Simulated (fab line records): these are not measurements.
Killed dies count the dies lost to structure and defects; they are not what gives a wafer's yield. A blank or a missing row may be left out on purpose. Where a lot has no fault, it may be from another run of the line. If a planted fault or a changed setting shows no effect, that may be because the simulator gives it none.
The tool behind it: which one? + flow sky130 + Sampling: 24 lots, 72 wafers, 6 of 708 route steps

== WHAT EACH GAUGE READ, for each wafer ==
SKY_VIA2_CD_MEAS_12: the cd target is 200 nm. Usual: cd_nm at 200.2 nm, with a standard deviation of 1.2.
| lot  | measured     | on        | cd_nm (nm)        | flag |
|------|--------------|-----------|-------------------|------|
| L074 | day 35 21:08 | cd_sem-02 | 199.4 198.5 199.7 |      |
| L075 | day 37 02:02 | cd_sem-01 | 198.8 197.2 197.5 |      |
| L076 | day 37 16:07 | cd_sem-02 | 199.0 200.4 200.2 |      |
| L077 | day 38 01:14 | cd_sem-01 | 199.7 198.3 198.7 |      |
| L078 | day 38 16:16 | cd_sem-02 | 199.7 198.6 200.9 |      |
| L079 | day 38 17:53 | cd_sem-02 | 200.6 200.5 199.8 |      |
| L081 | day 38 19:47 | cd_sem-02 | 200.2 200.4 200.5 |      |
| L080 | day 38 20:32 | cd_sem-02 | 199.8 200.2 200.9 |      |
| L083 | day 38 22:23 | cd_sem-02 | 199.7 198.7 199.8 |      |
| L082 | day 39 01:31 | cd_sem-01 | 200.9 201.3 202.3 |      |
| L084 | day 39 16:15 | cd_sem-01 | 202.5 202.6 202.5 |      |
| L085 | day 39 17:53 | cd_sem-01 | 201.2 200.4 201.1 |      |
| L086 | day 39 23:25 | cd_sem-01 | 198.3 198.4 198.8 |      |
| L087 | day 40 11:20 | cd_sem-02 | 200.3 200.3 199.8 |      |
| L088 | day 40 19:13 | cd_sem-02 | 202.2 201.0 201.6 |      |
| L089 | day 40 20:20 | cd_sem-02 | 201.7 201.0 201.6 |      |
| L090 | day 41 00:21 | cd_sem-02 | 201.6 201.3 201.2 |      |
| L091 | day 41 11:01 | cd_sem-01 | 199.3 200.8 200.9 |      |
| L092 | day 42 05:56 | cd_sem-02 | 200.7 199.4 201.8 |      |
| L093 | day 42 11:33 | cd_sem-01 | 200.3 198.8 198.9 |      |
| L095 | day 42 16:20 | cd_sem-02 | 200.7 200.1 201.4 |      |
| L094 | day 42 20:14 | cd_sem-02 | 199.6 199.5 199.3 |      |
| L096 | day 42 21:14 | cd_sem-02 | 199.9 200.4 199.2 |      |
| L097 | day 43 07:04 | cd_sem-02 | 198.0 198.5 199.7 |      |

SKY_CAPM_OVL_MEAS_12. Usual: CAPM_OVL 1.0 nm, standard deviation 1.6.
| lot  | measured     | on         | CAPM_OVL (nm)  | flag |
|------|--------------|------------|----------------|------|
| L074 | day 37 00:35 | overlay-01 | -0.7 0.2 0.9   |      |
| L075 | day 38 04:46 | overlay-01 | 2.5 5.3 3.4    |      |
| L076 | day 38 19:24 | overlay-02 | -1.3 0.7 -0.1  |      |
| L077 | day 39 03:23 | overlay-02 | 2.0 1.0 1.3    |      |
| L078 | day 39 18:35 | overlay-01 | 0.2 -0.8 -1.6  |      |
| L079 | day 39 20:03 | overlay-01 | 1.3 1.2 0.3    |      |
| L081 | day 39 21:47 | overlay-02 | 2.4 2.2 2.7    |      |
| L080 | day 39 22:24 | overlay-01 | 0.4 1.1 0.5    |      |
| L083 | day 40 01:05 | overlay-01 | 2.4 1.2 1.2    |      |
| L082 | day 40 02:41 | overlay-01 | 1.4 2.4 2.4    |      |
| L084 | day 40 18:38 | overlay-02 | 2.0 1.3 -0.1   |      |
| L085 | day 40 20:24 | overlay-02 | 1.2 2.1 -2.0   |      |
| L086 | day 41 01:36 | overlay-01 | -0.1 -0.3 0.2  |      |
| L087 | day 41 13:21 | overlay-01 | 0.5 1.8 -0.1   |      |
| L088 | day 41 20:26 | overlay-02 | 2.2 1.6 3.6    |      |
| L089 | day 41 21:53 | overlay-02 | -0.6 0.7 -0.5  |      |
| L090 | day 42 01:34 | overlay-01 | 1.1 -0.3 0.9   |      |
| L091 | day 42 12:15 | overlay-02 | 1.6 2.5 1.1    |      |
| L092 | day 43 06:12 | overlay-02 | 1.4 2.9 0.3    |      |
| L093 | day 43 11:24 | overlay-01 | -0.7 -0.4 -1.2 |      |
| L095 | day 43 16:17 | overlay-02 | 0.5 0.9 0.2    |      |
| L094 | day 43 19:57 | overlay-01 | -3.0 -1.3 -1.5 |      |
| L096 | day 43 21:29 | overlay-01 | 1.3 -0.3 2.1   |      |
| L097 | day 44 06:48 | overlay-01 | 2.3 5.6 3.5    |      |

SKY_METAL3_OVL_MEAS_14. Usual: METAL3_OVL -2 nm, standard deviation 6.6.
| lot  | measured     | on         | METAL3_OVL (nm) | flag |
|------|--------------|------------|-----------------|------|
| L074 | day 38 02:49 | overlay-01 | 3 -4 9          |      |
| L075 | day 39 06:22 | overlay-02 | -3 5 -9         |      |
| L076 | day 39 20:49 | overlay-02 | 2 -1 -4         |      |
| L077 | day 40 03:09 | overlay-02 | -8 -12 -2       |      |
| L078 | day 40 20:14 | overlay-01 | -9 -7 4         |      |
| L079 | day 40 21:17 | overlay-01 | 4 5 5           |      |
| L081 | day 40 22:57 | overlay-01 | 12 -4 -4        |      |
| L080 | day 41 00:01 | overlay-01 | 7 -9 -8         |      |
| L083 | day 41 02:22 | overlay-01 | 11 -14 -4       |      |
| L082 | day 41 05:00 | overlay-01 | -1 -6 -7        |      |
| L084 | day 41 18:37 | overlay-01 | 0 -5 3          |      |
| L085 | day 41 20:52 | overlay-01 | -6 2 -3         |      |
| L086 | day 42 02:01 | overlay-02 | 0 -4 1          |      |
| L087 | day 42 13:52 | overlay-02 | 7 8 -10         |      |
| L088 | day 42 20:37 | overlay-02 | -6 -8 2         |      |
| L089 | day 42 21:48 | overlay-02 | -5 0 -13        |      |
| L090 | day 43 01:14 | overlay-02 | -5 4 -6         |      |
| L091 | day 43 11:13 | overlay-02 | 2 6 -4          |      |
| L092 | day 44 05:40 | overlay-01 | -3 7 -1         |      |
| L093 | day 44 10:16 | overlay-01 | -7 -11 8        |      |
| L095 | day 44 14:55 | overlay-01 | -9 -12 -6       |      |
| L094 | day 44 17:22 | overlay-01 | 7 -1 -5         |      |
| L096 | day 44 20:19 | overlay-01 | -8 4 -8         |      |
| L097 | day 45 04:55 | overlay-01 | -6 -9 -6        |      |

== WHICH TOOL RAN EACH LOT (tool, then ch and the chambers of the sampled wafers, then the start) ==
| lot  | SKY_CONTACT_STRIP_19                 | SKY_CAPM_SPUTTER_02          | SKY_CAPM_METAL_ETCH_13            |
|------|--------------------------------------|------------------------------|-----------------------------------|
| L074 | plasma_asher-01 ch 0,1, day 31 03:29 | pvd_sputter-01, day 35 22:55 | rie_metal-04 ch 0,1, day 37 00:38 |
| L075 | plasma_asher-03 ch 0,1, day 32 10:09 | pvd_sputter-02, day 37 03:46 | rie_metal-02 ch 0,1, day 38 04:49 |
| L076 | plasma_asher-04 ch 0,1, day 33 01:13 | pvd_sputter-01, day 37 17:51 | rie_metal-03 ch 1, day 38 19:28   |
| L077 | plasma_asher-04 ch 0, day 33 09:43   | pvd_sputter-01, day 38 03:04 | rie_metal-04 ch 0, day 39 03:25   |
| L078 | plasma_asher-01 ch 0,1, day 34 02:42 | pvd_sputter-01, day 38 17:59 | rie_metal-04 ch 0,1, day 39 18:38 |
| L079 | plasma_asher-01 ch 0,1, day 34 05:55 | pvd_sputter-01, day 38 19:40 | rie_metal-04 ch 0,1, day 39 20:05 |
| L081 | plasma_asher-03 ch 0,1, day 34 07:13 | pvd_sputter-02, day 38 21:34 | rie_metal-03 ch 0,1, day 39 21:49 |
| L080 | plasma_asher-01 ch 0,1, day 34 08:44 | pvd_sputter-02, day 38 22:18 | rie_metal-02 ch 0, day 39 22:26   |
| L083 | plasma_asher-03 ch 0,1, day 34 09:07 | pvd_sputter-04, day 39 00:09 | rie_metal-03 ch 0,1, day 40 01:08 |
| L082 | plasma_asher-01 ch 0, day 34 11:43   | pvd_sputter-04, day 39 03:17 | rie_metal-02 ch 0, day 40 02:44   |
| L084 | plasma_asher-01 ch 0,1, day 35 01:13 | pvd_sputter-02, day 39 18:15 | rie_metal-03 ch 0,1, day 40 18:41 |
| L085 | plasma_asher-01 ch 0,1, day 35 04:22 | pvd_sputter-01, day 39 19:41 | rie_metal-03 ch 0,1, day 40 20:26 |
| L086 | plasma_asher-04 ch 0, day 35 12:37   | pvd_sputter-02, day 40 01:09 | rie_metal-03 ch 0,1, day 41 01:38 |
| L087 | plasma_asher-03 ch 0,1, day 36 00:04 | pvd_sputter-04, day 40 13:09 | rie_metal-03 ch 0,1, day 41 13:23 |
| L088 | plasma_asher-03 ch 1, day 36 08:37   | pvd_sputter-01, day 40 20:59 | rie_metal-04 ch 0,1, day 41 20:28 |
| L089 | plasma_asher-04 ch 0,1, day 36 10:02 | pvd_sputter-01, day 40 22:06 | rie_metal-03 ch 0,1, day 41 21:55 |
| L090 | plasma_asher-04 ch 0,1, day 36 14:00 | pvd_sputter-02, day 41 02:03 | rie_metal-03 ch 0,1, day 42 01:37 |
| L091 | plasma_asher-04 ch 1, day 37 01:28   | pvd_sputter-01, day 41 12:45 | rie_metal-04 ch 0,1, day 42 12:17 |
| L092 | plasma_asher-01 ch 0,1, day 37 21:52 | pvd_sputter-04, day 42 07:39 | rie_metal-03 ch 0,1, day 43 06:15 |
| L093 | plasma_asher-03 ch 1, day 38 05:20   | pvd_sputter-01, day 42 13:19 | rie_metal-03 ch 1, day 43 11:26   |
| L095 | plasma_asher-04 ch 0,1, day 38 09:23 | pvd_sputter-01, day 42 18:06 | rie_metal-02 ch 0,1, day 43 16:20 |
| L094 | plasma_asher-03 ch 0,1, day 38 11:25 | pvd_sputter-01, day 42 22:03 | rie_metal-02 ch 0,1, day 43 19:59 |
| L096 | plasma_asher-04 ch 0,1, day 38 13:46 | pvd_sputter-01, day 42 22:59 | rie_metal-02 ch 1, day 43 21:34   |
| L097 | plasma_asher-01 ch 0,1, day 39 02:44 | pvd_sputter-01, day 43 08:49 | rie_metal-04 ch 1, day 44 06:51   |
- SKY_CONTACT_STRIP_19: strips in O2/N2.
- SKY_CAPM_SPUTTER_02: material TiN, target thk 200 nm, time 174.7 s.
- SKY_CAPM_METAL_ETCH_13: etches TiN in Cl2/BCl3, stops on SiO2, target depth 220 nm, time 62.9 s.

== WHAT THE TOOLS THEMSELVES READ (means of the sampled wafers that have a number; where no wafer has one, the mark that the record gives instead) ==
SKY_CONTACT_STRIP_19. Usual: drypump_motor_current_A 5.8 A, standard deviation 0.49; oes_product_au 0.380 a.u., standard deviation 0.0044; strip_time_to_endpoint_s 3.611 s, standard deviation 0.025.
| lot  | tool            | drypump_motor_current_A (A) | oes_product_au (a.u.) | strip_time_to_endpoint_s (s) | flag |
|------|-----------------|-----------------------------|-----------------------|------------------------------|------|
| L074 | plasma_asher-01 | 5.8                         | 0.386                 | 3.594                        |      |
| L075 | plasma_asher-03 | 5.9                         | 0.382                 | 3.600                        |      |
| L076 | plasma_asher-04 | 5.3                         | 0.384                 | 3.631                        |      |
| L077 | plasma_asher-04 | 6.3                         | 0.381                 | 3.610                        |      |
| L078 | plasma_asher-01 | 5.8                         | 0.381                 | 3.624                        |      |
| L079 | plasma_asher-01 | 5.7                         | 0.379                 | 3.623                        |      |
| L081 | plasma_asher-03 | 5.9                         | 0.379                 | 3.638                        |      |
| L080 | plasma_asher-01 | 5.7                         | 0.386                 | 3.638                        |      |
| L083 | plasma_asher-03 | 5.9                         | 0.384                 | 3.652                        |      |
| L082 | plasma_asher-01 | 5.6                         | 0.382                 | 3.603                        |      |
| L084 | plasma_asher-01 | 5.7                         | 0.383                 | 3.631                        |      |
| L085 | plasma_asher-01 | 5.7                         | 0.377                 | 3.603                        |      |
| L086 | plasma_asher-04 | 6.3                         | 0.378                 | 3.611                        |      |
| L087 | plasma_asher-03 | 5.9                         | 0.380                 | 3.588                        |      |
| L088 | plasma_asher-03 | 5.8                         | 0.379                 | 3.621                        |      |
| L089 | plasma_asher-04 | 5.3                         | 0.378                 | 3.613                        |      |
| L090 | plasma_asher-04 | 5.3                         | 0.378                 | 3.614                        |      |
| L091 | plasma_asher-04 | 4.8                         | 0.382                 | 3.610                        |      |
| L092 | plasma_asher-01 | 5.8                         | 0.380                 | 3.617                        |      |
| L093 | plasma_asher-03 | 5.8                         | 0.378                 | 3.602                        |      |
| L095 | plasma_asher-04 | 5.8                         | 0.380                 | 3.589                        |      |
| L094 | plasma_asher-03 | 5.9                         | 0.379                 | 3.590                        |      |
| L096 | plasma_asher-04 | 5.8                         | 0.384                 | 3.603                        |      |
| L097 | plasma_asher-01 | 5.8                         | 0.375                 | 3.618                        |      |

SKY_CAPM_SPUTTER_02. Usual: cathode_dc_power_W 6500.0 W, standard deviation 1.3; throttle_valve_pct 30.0 %, standard deviation 0.83.
| lot  | tool           | cathode_dc_power_W (W) | throttle_valve_pct (%) | flag |
|------|----------------|------------------------|------------------------|------|
| L074 | pvd_sputter-01 | 6500.2                 | 29.4                   |      |
| L075 | pvd_sputter-02 | 6500.4                 | 30.4                   |      |
| L076 | pvd_sputter-01 | 6499.9                 | 29.9                   |      |
| L077 | pvd_sputter-01 | 6500.5                 | 29.3                   |      |
| L078 | pvd_sputter-01 | 6500.8                 | 29.7                   |      |
| L079 | pvd_sputter-01 | 6499.6                 | 29.5                   |      |
| L081 | pvd_sputter-02 | 6500.5                 | 30.8                   |      |
| L080 | pvd_sputter-02 | 6500.1                 | 30.8                   |      |
| L083 | pvd_sputter-04 | 6499.8                 | 30.0                   |      |
| L082 | pvd_sputter-04 | 6499.8                 | 29.8                   |      |
| L084 | pvd_sputter-02 | 6499.2                 | 30.7                   |      |
| L085 | pvd_sputter-01 | 6499.8                 | 29.5                   |      |
| L086 | pvd_sputter-02 | 6501.2                 | 31.3                   |      |
| L087 | pvd_sputter-04 | 6499.3                 | 30.2                   |      |
| L088 | pvd_sputter-01 | 6499.3                 | 30.4                   |      |
| L089 | pvd_sputter-01 | 6499.2                 | 30.0                   |      |
| L090 | pvd_sputter-02 | 6499.1                 | 30.4                   |      |
| L091 | pvd_sputter-01 | 6500.7                 | 30.1                   |      |
| L092 | pvd_sputter-04 | 6500.8                 | 30.4                   |      |
| L093 | pvd_sputter-01 | 6500.1                 | 29.5                   |      |
| L095 | pvd_sputter-01 | 6499.9                 | 28.9                   |      |
| L094 | pvd_sputter-01 | 6500.7                 | 29.4                   |      |
| L096 | pvd_sputter-01 | 6499.7                 | 29.8                   |      |
| L097 | pvd_sputter-01 | 6500.2                 | 29.7                   |      |

SKY_CAPM_METAL_ETCH_13. Usual: drypump_motor_current_A 5.47 A, standard deviation 0.16; oes_product_au 0.969 a.u., standard deviation 0.0067; throttle_valve_pct 21.883 %, standard deviation 0.0098.
| lot  | tool         | drypump_motor_current_A (A) | oes_product_au (a.u.) | throttle_valve_pct (%) | flag |
|------|--------------|-----------------------------|-----------------------|------------------------|------|
| L074 | rie_metal-04 | 5.59                        | 0.963                 | 21.882                 |      |
| L075 | rie_metal-02 | 5.62                        | 0.963                 | 21.886                 |      |
| L076 | rie_metal-03 | 5.49                        | 0.967                 | 21.878                 |      |
| L077 | rie_metal-04 | 5.65                        | 0.975                 | 21.886                 |      |
| L078 | rie_metal-04 | 5.60                        | 0.967                 | 21.882                 |      |
| L079 | rie_metal-04 | 5.61                        | 0.971                 | 21.879                 |      |
| L081 | rie_metal-03 | 5.30                        | 0.972                 | 21.876                 |      |
| L080 | rie_metal-02 | 5.43                        | 0.971                 | 21.881                 |      |
| L083 | rie_metal-03 | 5.30                        | 0.970                 | 21.890                 |      |
| L082 | rie_metal-02 | 5.42                        | 0.959                 | 21.889                 |      |
| L084 | rie_metal-03 | 5.39                        | 0.963                 | 21.882                 |      |
| L085 | rie_metal-03 | 5.41                        | 0.970                 | 21.886                 |      |
| L086 | rie_metal-03 | 5.31                        | 0.966                 | 21.880                 |      |
| L087 | rie_metal-03 | 5.40                        | 0.961                 | 21.892                 |      |
| L088 | rie_metal-04 | 5.55                        | 0.978                 | 21.885                 |      |
| L089 | rie_metal-03 | 5.39                        | 0.969                 | 21.884                 |      |
| L090 | rie_metal-03 | 5.31                        | 0.961                 | 21.883                 |      |
| L091 | rie_metal-04 | 5.57                        | 0.972                 | 21.889                 |      |
| L092 | rie_metal-03 | 5.29                        | 0.970                 | 21.877                 |      |
| L093 | rie_metal-03 | 5.47                        | 0.981                 | 21.871                 |      |
| L095 | rie_metal-02 | 5.51                        | 0.977                 | 21.885                 |      |
| L094 | rie_metal-02 | 5.62                        | 0.972                 | 21.876                 |      |
| L096 | rie_metal-02 | 5.71                        | 0.970                 | 21.888                 |      |
| L097 | rie_metal-04 | 5.49                        | 0.973                 | 21.884                 |      |

== THE ANSWER, worked out from the rows above alone ==
Rule: a lot counts as off when the mean over its wafers that have a number is more than 3 standard deviations away from the usual mean. Also off: a lot with no number at a reading for which 4 or more lots have one. Any other lot the step has rows for is counted as sound. Order of review: gauges by route order, followed by the tools' own readings, for which a lot's mean as printed above is used. The first step at which some lot is off is used, and at that step the reading that is off furthest; a lot without a number counts as furthest.
No lot is off on any of the readings shown, so nothing can be concluded from this.

== WHAT WAS PUT IN BY THE SIMULATOR ==
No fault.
